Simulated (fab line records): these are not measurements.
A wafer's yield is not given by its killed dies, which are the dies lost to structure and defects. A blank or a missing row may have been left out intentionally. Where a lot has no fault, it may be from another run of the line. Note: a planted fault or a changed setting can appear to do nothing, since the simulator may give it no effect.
Struck lot and sound lot, side by side || flow sky130 || 14 steps out of a route of 708
Sound: the wafers L245.4, L245.5, L245.6. The struck wafers were L253.3, L253.4, L253.5. Last of all comes the cause.
Order at every step that has rows: each side's tool, ch and its chambers, its first start. Under that, the readings that differ: sound wafers || struck wafers || difference of the means || sigmas: that difference in standard deviations of wafers without a fault.
alike: same words and numbers on both sides, and readings whose means sit less than 2 such deviations apart. not compared: any withheld reading, any reading some wafer has no value for, any bound like >300 that may hide the same value, and any number with overlapping values for which the record gives no deviation.
Wherever a step has rows on one side only, a row that says differs or no value, or a row with sigmas, the two part there. When numbers do not overlap yet have no deviation, they are printed without sigmas and do not part them. A reading missing from all wafers of one side parts the sides only when that side holds two or more wafers.

first, 4 steps without rows for these wafers: SKY_METAL3_STRIP_20 (strips in post etch residue remover, time 1200 s); SKY_METAL3_CLEAN_21 (cleans in IPA, time 180 s); SKY_METAL3_CLEAN_22 (cleans in O3/DIW); SKY_VIA3_HDPCVD_00 (deposits SiO2, target thk 1635 nm, time 272.5 s).
SKY_VIA3_THK_MEAS_01:
  struck on film_metro-03, day 42 02:02; sound on film_metro-03, day 39 10:25
  alike: VIA3_HDPCVD_THK
SKY_VIA3_CMP_02: polishes SiO2.
  sound on cmp-01 ch 1,2, day 39 10:27; struck on cmp-01 ch 1,3, day 42 06:08
  alike: motor_current_A
SKY_VIA3_BOW_MEAS_03:
  struck on film_metro-03, day 42 06:26; sound on film_metro-04, day 39 10:49
  alike: VIA3_BOW
then, 5 steps without rows for these wafers: SKY_VIA3_DEHYDRATE_04 (time 60 s); SKY_VIA3_HMDS_05 (prime time 60 s); SKY_VIA3_COAT_06 (resist thk 60 nm); SKY_VIA3_COAT_07 (resist thk 450 nm); SKY_VIA3_SOFTBAKE_08 (time 90 s).
SKY_VIA3_EXPOSE_09: exposes mask VIM3, target cd 200 nm.
  struck on krf_scanner-01, day 42 15:52; sound on krf_scanner-01 ch 0, day 40 00:10
  no value came back on the struck wafers for exposure_dose_mJ_cm2, focus_offset_nm (nm); on the sound wafers exposure_dose_mJ_cm2 reads 37.97 37.94 37.88
  alike: mask
then, 1 step without rows for these wafers: SKY_VIA3_PEB_10.

## WHERE THEY PART
SKY_VIA3_EXPOSE_09 only, going by this record.

WHY: the cause the simulator had injected
Whole step skipped at SKY_VIA3_EXPOSE_09 on krf_scanner-01, starting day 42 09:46. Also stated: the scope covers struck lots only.
